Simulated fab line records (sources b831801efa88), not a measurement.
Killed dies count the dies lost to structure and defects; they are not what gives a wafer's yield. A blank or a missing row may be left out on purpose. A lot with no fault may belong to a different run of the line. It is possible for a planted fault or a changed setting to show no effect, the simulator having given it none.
2 desks, one fault | flow sky130 | only its own numbers are on each desk; what lay behind them is given at the end

AT THE TOOL OWNER'S DESK: lpcvd-01
The tool's own readings at SKY_POLY_GATE_CVD_00 (deposits poly-Si, target thk 180 nm, time 720 s): means of the sampled wafers that have a number, for each lot that ran on this tool. A lot is out of limits, marked OUT, if its mean lies more than 4 standard deviations from the usual mean; the brackets give that distance.
Columns: A = pressure_mtorr at SKY_POLY_GATE_CVD_00, usual 199.9 mTorr
lot  | first seen here | A
L641 | day 14 00:37    | 199.9
L642 | day 14 00:37    | 200.2
L646 | day 15 21:42    | 200.0
L647 | day 15 21:42    | 199.9
L648 | day 16 17:05    | 200.0
L649 | day 17 07:53    | 199.8
L651 | day 17 15:10    | 200.1
L652 | day 18 07:58    | 199.7
L654 | day 18 15:09    | 100.1 (-99 or more) OUT
L655 | day 19 01:04    | 99.8 (-99 or more) OUT
L656 | day 19 17:34    | 100.1 (-99 or more) OUT
L664 | day 22 04:41    | 199.7
Finding of this desk: L654, L655, L656 out of limits; the first was L654 at day 18 15:09, on pressure_mtorr at SKY_POLY_GATE_CVD_00. L641, L642, L646, L647, L648, L649, L651, L652, L664: within limits.

AT THE METROLOGY DESK
Lot by lot, what the gauges showed, no matter which tool ran the lot: averages of those sampled wafers that carry a number. A lot is out of limits, marked OUT, if its mean lies more than 4 standard deviations from the usual mean; the brackets give that distance.
Columns: A = POLY_GATE_CVD_00_THK at SKY_POLY_GATE_THK_MEAS_01, usual 179.7 nm; B = CONTACT_W_THK at SKY_CONTACT_THK_MEAS_26, usual 348 nm
lot  | first seen here | A               | B
L642 | day 14 01:49    | 181.0           | 340
L641 | day 14 01:50    | 181.1           | 341
L646 | day 15 22:54    | 179.4           | 341
L647 | day 15 22:56    | 179.6           | 350
L648 | day 16 18:17    | 176.4           | 347
L649 | day 17 09:07    | 179.3           | 349
L651 | day 17 16:22    | 182.5           | 358
L652 | day 18 09:10    | 180.8           | 345
L654 | day 18 16:22    | 128.1 (-30) OUT | 352
L655 | day 19 02:17    | 125.7 (-32) OUT | 339
L656 | day 19 18:46    | 128.1 (-30) OUT | 345
L664 | day 22 05:53    | 182.3           | 344
This desk's finding: out of limits on L654, L655, L656; first on L654, day 18 16:22 (POLY_GATE_CVD_00_THK at SKY_POLY_GATE_THK_MEAS_01). L642, L641, L646, L647, L648, L649, L651, L652, L664: within limits.

BROUGHT TOGETHER
On L654, L655, L656, at day 18 15:09, an alarm was possible from the tool owner's desk.
L654, L655, L656 would have let the metrology desk raise an alarm at day 18 16:22.
All the named lots went through SKY_POLY_GATE_CVD_00 on lpcvd-01.

WHAT THE SIMULATOR HAD PUT IN
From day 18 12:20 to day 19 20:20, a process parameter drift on lpcvd-01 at SKY_POLY_GATE_CVD_00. A move of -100 in setting pressure_mtorr, from 200.
Shown lots that were struck: L654, L655, L656.
Delay (hours) between the fault's onset and each desk's first out-of-limits reading: 3 at the tool owner's desk, 4 at the metrology desk.
